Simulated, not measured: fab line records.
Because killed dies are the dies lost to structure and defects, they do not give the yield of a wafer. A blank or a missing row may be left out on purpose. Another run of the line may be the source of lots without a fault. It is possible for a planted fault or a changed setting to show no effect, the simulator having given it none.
Chamber matching    flow sky130    SKY_CONTACT_ETCH_16 on rie diel-01 has 4 sister chambers
The step etches BARC in N2/H2, stops on SiO2, time 45.9 s, target depth 60 nm. 20 wafers are shown with their chamber, then 10 later ones without.

## WAFERS WITH THEIR CHAMBER
wafer   chamber  drypump motor current A (A)  oes product au (a.u.)  throttle valve pct (%)
L075.1  2        5.6                          0.858                  13.224
L075.2  0        5.6                          0.860                  13.218
L075.3  3        5.5                          0.861                  13.211
L075.4  1        4.9                          0.851                  13.230
L075.5  1        4.9                          0.856                  13.218
L075.6  2        5.6                          0.860                  13.233
L080.1  2        5.6                          0.865                  13.233
L080.5  3        5.5                          0.851                  13.237
L080.6  2        5.6                          0.861                  13.218
L081.2  0        5.6                          0.863                  13.216
L081.3  1        4.9                          0.853                  13.233
L081.5  3        5.5                          0.858                  13.231
L083.1  0        5.6                          0.858                  13.222
L083.5  0        5.6                          0.854                  13.230
L083.6  3        5.5                          0.854                  13.231
L084.1  3        5.5                          0.855                  13.239
L084.2  2        5.7                          0.851                  13.217
L084.5  0        5.6                          0.858                  13.217
L088.1  1        4.9                          0.855                  13.221
L088.2  2        5.6                          0.851                  13.234

SIGNATURES, as means of the wafers listed above
reading                  chamber 0  chamber 1  chamber 2  chamber 3  scatter within a chamber
drypump motor current A  5.600      4.900      5.617      5.500      0.0228
oes product au           0.85860    0.85375    0.85767    0.85580    0.00415
throttle valve pct       13.22060   13.22550   13.22650   13.22980   0.00824
Rule: a wafer's distance from a chamber is the root of the sum, over the readings, of the square of ((its reading less the chamber's mean) divided by the reading's scatter). The wafer belongs to the nearest chamber; if the next one is less than 2 further off, it can't be placed. The scatter is the square root of a quotient: the sum, over the shown wafers, of each reading's squared deviation from its chamber's mean, divided by wafers minus chambers.

## WAFERS WHOSE CHAMBER IS MISSING
wafer   drypump motor current A (A)  oes product au (a.u.)  throttle valve pct (%)
L088.3  5.6                          0.851                  13.222
L094.1  5.5                          0.854                  13.234
L094.2  5.6                          0.852                  13.220
L094.6  5.5                          0.850                  13.243
L095.2  5.6                          0.854                  13.221
L095.4  5.6                          0.857                  13.221
L095.5  4.9                          0.854                  13.231
L097.3  5.5                          0.859                  13.210
L097.5  4.9                          0.851                  13.234
L097.6  5.5                          0.853                  13.224

## CHAMBER TAKEN BY EACH
wafer   from the rows above      in truth
L088.3  can't be placed: 0 or 2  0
L094.1  3                        3
L094.2  can't be placed: 0 or 2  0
L094.6  3                        3
L095.2  can't be placed: 0 or 2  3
L095.4  can't be placed: 0 or 2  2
L095.5  1                        1
L097.3  3                        3
L097.5  1                        1
L097.6  3                        3
Placed correctly: 6 of 10. Cannot be placed on the basis of these rows: 4; the candidates contain the true chamber in 3. Number placed wrongly: 0.
